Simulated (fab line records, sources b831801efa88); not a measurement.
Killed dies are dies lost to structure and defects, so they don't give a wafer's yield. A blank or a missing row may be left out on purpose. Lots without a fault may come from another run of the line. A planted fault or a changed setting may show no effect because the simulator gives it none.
Chamber matching | flow sky130 | SKY_PASSIVATION_CVD_00 on pecvd-03: 3 sister chambers
The step deposits SiO2, target thk 90 nm. 3 wafers are shown with their chamber, then 9 later ones without.

WAFERS WITH THEIR CHAMBER
wafer  | chamber | heater_power_w (W)
L081.6 | 2       | 701
L087.4 | 0       | 676
L087.5 | 1       | 687

WAFERS WITHOUT THEIR CHAMBER
wafer  | heater_power_w (W)
L093.2 | 570
L093.4 | 586
L093.6 | 572
L095.3 | 683
L095.5 | 687
L095.6 | 699
L097.1 | 741
L097.2 | 620
L097.6 | 746

WHICH CHAMBER EACH WENT THROUGH
wafer  | from the rows above          | in truth
L093.2 | can't be placed: 0 or 1 or 2 | 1
L093.4 | can't be placed: 0 or 1 or 2 | 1
L093.6 | can't be placed: 0 or 1 or 2 | 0
L095.3 | can't be placed: 1 or 0 or 2 | 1
L095.5 | can't be placed: 1 or 0 or 2 | 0
L095.6 | can't be placed: 2 or 1 or 0 | 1
L097.1 | can't be placed: 2 or 1 or 0 | 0
L097.2 | can't be placed: 0 or 1 or 2 | 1
L097.6 | can't be placed: 2 or 1 or 0 | 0
Placed correctly: 0 of 9. Can't be placed from these rows: 9 (the true chamber is among the candidates in 9). Placed wrongly: 0.
How it was worked out, from the rows above alone: a wafer's distance from a chamber is the root of the sum, over the readings, of the square of ((its reading less the chamber's mean) divided by the reading's scatter). The wafer belongs to the nearest chamber; if the next one is less than 2 further off, it can't be placed. A chamber's mean is the mean of its shown wafers. The scatter: with one shown wafer a chamber, the root of the mean of the squares of how far each hidden wafer lies from its nearest shown one.
